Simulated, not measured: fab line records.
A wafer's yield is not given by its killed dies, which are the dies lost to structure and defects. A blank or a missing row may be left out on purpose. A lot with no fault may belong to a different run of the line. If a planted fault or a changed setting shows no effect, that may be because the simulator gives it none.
Which of the tools did it? | flow gf180mcu | 13 lots, 39 wafers sampled, at 5 steps of a route of 602

== WHAT THE GAUGES READ, wafer by wafer ==
GF_VT_IMPLANT_OVL_MEAS_18.
lot  | measured     | on         | VT_IMPLANT_01_OVL (nm)
L496 | day 5 12:00  | overlay-01 | 1.6 1.1 0.0
L497 | day 5 19:15  | overlay-02 | -1.9 -0.6 0.2
L498 | day 6 05:29  | overlay-02 | -1.2 -0.5 -0.4
L499 | day 6 06:58  | overlay-01 | 0.1 1.6 -1.3
L500 | day 6 15:01  | overlay-01 | -0.9 -0.4 -1.1
L501 | day 6 22:17  | overlay-02 | -0.5 0.5 -1.4
L502 | day 8 19:59  | overlay-02 | 0.3 0.0 0.0
L506 | day 9 02:25  | overlay-01 | 1.2 0.3 1.4
L513 | day 10 18:26 | overlay-01 | 0.9 -0.9 -0.5
L514 | day 11 03:43 | overlay-01 | -0.5 0.3 0.5
L516 | day 11 12:42 | overlay-02 | 1.4 -0.2 -1.0
L517 | day 11 19:56 | overlay-01 | -0.4 -0.7 -0.4
L519 | day 12 12:02 | overlay-01 | 0.0 0.1 0.4

GF_VT_IMPLANT_OVL_MEAS_29.
lot  | measured     | on         | VT_IMPLANT_02_OVL (nm)
L496 | day 6 02:50  | overlay-01 | 0.7 0.9 -1.7
L497 | day 6 10:23  | overlay-01 | -0.4 2.0 -0.1
L498 | day 6 21:05  | overlay-01 | -1.6 -2.0 -2.3
L499 | day 6 22:53  | overlay-01 | -0.8 -0.8 0.4
L500 | day 7 05:56  | overlay-02 | -0.1 -0.2 -1.2
L501 | day 7 13:29  | overlay-02 | -1.7 -1.0 -1.5
L502 | day 9 13:26  | overlay-01 | -3.1 -3.1 0.0
L506 | day 9 20:26  | overlay-02 | 0.7 -0.3 0.1
L513 | day 11 13:22 | overlay-02 | -4.4 -4.0 -2.2
L514 | day 11 22:50 | overlay-01 | 0.5 1.7 -1.2
L516 | day 12 08:21 | overlay-01 | -2.1 -2.3 -1.8
L517 | day 12 16:08 | overlay-01 | 0.7 2.5 -1.1
L519 | day 13 07:55 | overlay-01 | -1.3 0.5 -1.7

GF_VT_IMPLANT_RS_MEAS_49: a four-point-probe measurement.
lot  | measured     | on            | MVPSD_RS (ohm/sq)
L496 | day 6 18:51  | film metro-04 | 1165.6 1169.0 1167.5
L497 | day 7 01:36  | film metro-03 | 1162.9 1162.4 1163.6
L498 | day 7 13:31  | film metro-04 | 1166.0 1167.7 1167.8
L499 | day 7 15:00  | film metro-02 | 1164.6 1167.4 1162.9
L500 | day 7 22:25  | film metro-03 | 1167.3 1170.9 1171.3
L501 | day 8 06:31  | film metro-03 | 1162.6 1167.6 1164.1
L502 | day 10 08:28 | film metro-03 | 1166.8 1166.9 1165.5
L506 | day 10 15:20 | film metro-02 | 1180.3 1168.5 1171.5
L513 | day 12 09:24 | film metro-04 | 1166.8 1169.7 1167.3
L514 | day 12 19:38 | film metro-04 | 1169.9 1167.7 1168.2
L516 | day 13 05:31 | film metro-02 | 1164.9 1167.1 1167.0
L517 | day 13 13:07 | film metro-03 | 1166.9 1166.9 1167.9
L519 | day 14 04:40 | film metro-04 | 1166.2 1172.5 1168.0

GF_POLY_GATE_CD_MEAS_10 targets a cd of 280 nm.
lot  | measured     | on        | cd nm (nm)
L496 | day 8 11:06  | cd sem-01 | 278.2 278.2 276.2
L497 | day 8 16:55  | cd sem-02 | 280.1 278.9 279.7
L498 | day 9 07:23  | cd sem-02 | 282.2 280.9 281.2
L499 | day 9 07:44  | cd sem-02 | 281.4 280.7 281.3
L500 | day 9 16:05  | cd sem-02 | 279.5 279.9 278.9
L501 | day 9 23:34  | cd sem-02 | 279.4 280.0 280.4
L502 | day 12 01:35 | cd sem-01 | 279.1 280.1 279.6
L506 | day 12 10:37 | cd sem-01 | 279.7 281.6 280.2
L513 | day 14 14:07 | cd sem-02 | 280.1 280.5 279.8
L514 | day 15 00:34 | cd sem-01 | 281.2 279.7 279.9
L516 | day 15 11:38 | cd sem-01 | 277.5 276.1 278.8
L517 | day 15 19:01 | cd sem-02 | 277.9 278.8 278.6
L519 | day 16 11:11 | cd sem-02 | 279.6 280.0 279.9

== EACH LOT AND THE TOOL THAT RAN IT (in order: tool; ch and the chambers of the sampled wafers; start) ==
lot  | GF_MVPSD_IMPLANT_08
L496 | implanter-03 ch 0, day 4 08:23
L497 | implanter-03 ch 0, day 4 14:32
L498 | implanter-02 ch 0, day 4 23:46
L499 | implanter-04 ch 0, day 5 00:33
L500 | implanter-04 ch 0, day 5 08:54
L501 | implanter-02 ch 0, day 5 14:36
L502 | implanter-02 ch 0, day 7 11:06
L506 | implanter-02 ch 0, day 7 16:18
L513 | implanter-04 ch 0, day 9 06:24
L514 | implanter-04 ch 0, day 9 15:35
L516 | implanter-04 ch 0, day 10 00:05
L517 | implanter-03 ch 0, day 10 06:33
L519 | implanter-03 ch 0, day 10 21:49
- GF_MVPSD_IMPLANT_08

== WHAT THE TOOLS THEMSELVES READ (means of the sampled wafers that have a number; where no wafer has one, the mark that the record gives instead) ==
GF_MVPSD_IMPLANT_08.
lot  | tool         | dose ions cm2
L496 | implanter-03 | 1.5004e+13
L497 | implanter-03 | 1.4995e+13
L498 | implanter-02 | 1.5005e+13
L499 | implanter-04 | 1.4998e+13
L500 | implanter-04 | 1.5016e+13
L501 | implanter-02 | 1.4993e+13
L502 | implanter-02 | 1.5027e+13
L506 | implanter-02 | 1.4999e+13
L513 | implanter-04 | 1.4987e+13
L514 | implanter-04 | 1.4991e+13
L516 | implanter-04 | 1.4981e+13
L517 | implanter-03 | 1.5012e+13
L519 | implanter-03 | 1.5006e+13

== THE ANSWER, worked out from the rows above alone ==
Rule: what is usual is taken from the lots themselves. The widest of any qualifying gaps counts: lots, ordered by their means at a reading, are off when they make up no more than a third of the lots, leave a main group of 4 or more, and stand apart from it by 3 or more times the standard deviation of that group's means. A main group is skipped when, at the precision printed for the reading in the tables above, its means are all equal. A lot without any number at a reading at which 4 lots or more have one is off too. The other lots that the step has rows for count as sound. Order of review: gauges by route order, followed by the tools' own readings, for which a lot's mean as printed above is used. The first step at which some lot is off is used, and at that step the reading that is off furthest; a lot without a number counts as furthest.
None of the lots is off at any reading shown; this tells nothing.

== WHAT THE SIMULATOR HAD PUT IN ==
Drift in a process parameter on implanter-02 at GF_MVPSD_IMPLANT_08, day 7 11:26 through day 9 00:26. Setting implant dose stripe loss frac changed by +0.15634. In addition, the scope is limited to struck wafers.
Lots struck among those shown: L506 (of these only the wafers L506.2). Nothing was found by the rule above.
